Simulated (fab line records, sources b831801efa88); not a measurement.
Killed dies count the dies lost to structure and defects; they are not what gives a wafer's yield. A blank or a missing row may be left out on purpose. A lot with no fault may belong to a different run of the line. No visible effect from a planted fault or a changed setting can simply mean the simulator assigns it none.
The tool behind it: which one? / flow sky130 / 21 wafers from 7 lots sampled at 3 of the route's 708 steps

== WHAT EACH GAUGE READ, for each wafer ==
SKY_SD_P_OVL_MEAS_08.
lot=L396; measured=day 26 04:31; on=overlay-02; SD_P_OVL (nm)=2.5 2.0 1.6
lot=L401; measured=day 28 04:59; on=overlay-01; SD_P_OVL (nm)=-1.0 -2.6 -0.8
lot=L404; measured=day 29 21:22; on=overlay-02; SD_P_OVL (nm)=-0.3 0.0 -0.5
lot=L406; measured=day 30 02:07; on=overlay-01; SD_P_OVL (nm)=-1.4 0.3 0.9
lot=L409; measured=day 31 01:02; on=overlay-01; SD_P_OVL (nm)=56.6 56.1 57.2 57.5 56.8 57.4
lot=L411; measured=day 31 06:34; on=overlay-01; SD_P_OVL (nm)=55.3 57.3 57.1 55.8 57.3 57.7
lot=L415; measured=day 32 18:25; on=overlay-01; SD_P_OVL (nm)=-1.1 -1.2 0.5

== WHICH TOOL RAN EACH LOT (tool, then ch and the chambers of the sampled wafers, then the start) ==
lot=L396; SKY_LDD_P_STRIP_10=plasma asher-01 ch 0,1, day 19 15:45; SKY_SD_P_EXPOSE_04=iline stepper-01 ch 0, day 25 14:19
lot=L401; SKY_LDD_P_STRIP_10=plasma asher-04 ch 0,1, day 21 18:38; SKY_SD_P_EXPOSE_04=iline stepper-02 ch 0, day 27 15:20
lot=L404; SKY_LDD_P_STRIP_10=plasma asher-01 ch 0,1, day 23 19:34; SKY_SD_P_EXPOSE_04=iline stepper-02 ch 0, day 29 08:04
lot=L406; SKY_LDD_P_STRIP_10=plasma asher-04 ch 0,1, day 23 23:29; SKY_SD_P_EXPOSE_04=iline stepper-01 ch 0, day 29 12:46
lot=L409; SKY_LDD_P_STRIP_10=plasma asher-04 ch 0,1, day 25 06:17; SKY_SD_P_EXPOSE_04=iline stepper-02 ch 0, day 30 12:02
lot=L411; SKY_LDD_P_STRIP_10=plasma asher-03 ch 0,1, day 25 11:37; SKY_SD_P_EXPOSE_04=iline stepper-02 ch 0, day 30 18:05
lot=L415; SKY_LDD_P_STRIP_10=plasma asher-01 ch 0,1, day 27 01:55; SKY_SD_P_EXPOSE_04=iline stepper-01 ch 0, day 32 04:49
- SKY_LDD_P_STRIP_10: strips in O2/N2.
- SKY_SD_P_EXPOSE_04: exposes mask PSDM, target cd 380 nm.

== THE ANSWER, worked out from the rows above alone ==
Rule: the lots themselves supply what counts as usual. Put in order of their means at a reading, lots are off if they are a third of the lots or fewer, leave a main group of 4 or more, and stand apart from it by a gap of 3 or more times the standard deviation of the main group's means; of several such gaps the widest counts. If all means in a main group match to the digits the tables above print for the reading, that group is not used. Also off: a lot with no number at a reading for which 4 or more lots have one. Where the step has rows for the other lots, those lots are counted as sound.
Off: L409, L411, seen at SKY_SD_P_OVL_MEAS_08 (SD_P_OVL). For the main group the mean is -0.1 nm and the standard deviation 1.2.
If a tool, at a process step before that reading, ran all the lots that are off and no sound lot after the first of them, it fits. The gauges at SKY_SD_P_OVL_MEAS_08 are tried like those tools. One fits: iline stepper-02 at SKY_SD_P_EXPOSE_04. A fault onset in the window from L404 (day 29 08:04, its last sound lot) to L409 (day 30 12:02, its first lot off) fits.

== WHAT THE SIMULATOR HAD INSERTED ==
Scanner matching overlay: iline stepper-02, from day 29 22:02 on, at SKY_SD_P_EXPOSE_04. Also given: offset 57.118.
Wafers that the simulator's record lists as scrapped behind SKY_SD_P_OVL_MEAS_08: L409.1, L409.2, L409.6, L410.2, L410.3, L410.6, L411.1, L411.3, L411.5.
Lots struck among those shown: L409, L411. The rule given above showed the same thing.
